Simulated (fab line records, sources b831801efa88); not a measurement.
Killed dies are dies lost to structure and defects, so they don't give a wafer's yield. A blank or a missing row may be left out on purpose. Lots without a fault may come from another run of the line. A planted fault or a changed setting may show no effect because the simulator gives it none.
Problem report in the 8D (eight disciplines) form, filled by code | flow sky130 | the parts of the form that need people (team, actions taken, sign-off) are left out

1. THE PROBLEM
LDD_HVP_TW at SKY_LDD_HVP_TW_MEAS_10 reads a mean of 701 on 6 wafers of 2 lots; wafers without a fault read 459 with a standard deviation of 4.9. That is +49 standard deviations from the usual mean.
First seen on wafer L316.1, day 25 17:10, on film_metro-03. The record holds 36 wafers of 12 lots with a number at this step. Rule for "out", or "out of limits": more than 4 standard deviations from the usual mean. The other wafers with a number count as sound.

2. WHAT IT IS AND WHAT IT IS NOT
question                    | is                     | is not
which readings at this step | LDD_HVP_TW             | -
which lots                  | L316, L318             | L307, L309, L310, L311, L312, L314, L317, L326, L327, L328
which wafers of those lots  | all that have a number | -
read on which gauges        | film_metro-03          | film_metro-02, film_metro-04
when                        | from day 25 17:10      | up to then (21 sound wafers); but 9 sound wafers of L326, L327, L328 came after

3. SUSPECTS, AND WHAT RULES EACH OUT
Counting: a tool at a process step up to the reading stays a suspect if it ran every lot that is out and no sound lot after the first of them.
- the gauge at SKY_LDD_HVP_TW_MEAS_10: ruled out. All the wafers that are out were read on film_metro-03, but those of them that SKY_PAD_OPEN_PROBE_99 has rows for are out there too, on other tools.
- litho_track-04 at SKY_LDD_P_COAT_02 (resist thk 1140 nm): ruled out as a lasting fault. Sound lots L326, L327 ran on it after its first lot that is out, L316 (day 22 15:34).
Left after counting: nothing in the record.

4. THE CAUSE (what the simulator had put in)
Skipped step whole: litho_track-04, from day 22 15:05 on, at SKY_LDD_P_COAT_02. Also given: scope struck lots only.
Counting ruled it out, wrongly: the rule takes a fault to strike every lot that its tool runs from its start on, and this one did not.

5. THE CHAIN OF EFFECTS, in route order
Each row: a reading whose mean over the struck wafers that have a number lies more than 3 standard deviations from the usual. Only readings for which the record gives a usual standard deviation are gone through. hours: the time from each lot's start at the first step in this table that gives one to its start at this step, as a median over the lots. sigmas: the change in usual standard deviations.
hours | step                   | reading             | usual | on struck wafers | change | sigmas
0     | SKY_LDD_HVP_TW_MEAS_10 | LDD_HVP_TW          | 459   | 701              | +242   | +49
29    | SKY_LDD_LDN_TW_MEAS_13 | LDD_LDN_TW          | 1476  | 1502             | +26    | +3.5
547   | SKY_PAD_OPEN_PROBE_99  | killed_at_front_end | 15    | 416              | +401   | +98
547   | SKY_PAD_OPEN_PROBE_99  | killed_dies         | 86    | 492              | +406   | +44
547   | SKY_PAD_OPEN_PROBE_99  | killed_on_rim       | 17    | 96               | +79    | +21
The process steps in it:
- SKY_PAD_OPEN_PROBE_99
Readings that are blank on the struck wafers while sound wafers have them: chill_plate_temp_C at SKY_LDD_P_COAT_02; dispense_pressure_kPa at SKY_LDD_P_COAT_02; exhaust_pa at SKY_LDD_P_COAT_02; cd_nm at SKY_LDD_P_CD_MEAS_07.
Later measuring or inspecting steps at which every struck wafer that the step has a row for has a number for every such reading, and none has moved that far: SKY_LI_CONTACT_BOW_MEAS_03, SKY_CONTACT_THK_MEAS_01, SKY_CONTACT_BOW_MEAS_05.

6. WHAT WOULD HAVE CAUGHT IT SOONER
In this record the first reading out of limits at a measuring or inspecting step was taken at day 25 17:10, 74 hours after the fault began at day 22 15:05.
Between SKY_LDD_P_COAT_02 and SKY_LDD_HVP_TW_MEAS_10, SKY_LDD_P_CD_MEAS_07 gave no cd_nm on the struck wafers, where sound wafers have one: a measuring or inspecting step that comes back empty is itself a sign.
At SKY_LDD_P_COAT_02 the tool's readings are blank on the struck wafers, where sound wafers have them: an empty tool record is the first sign, and it was there at once.
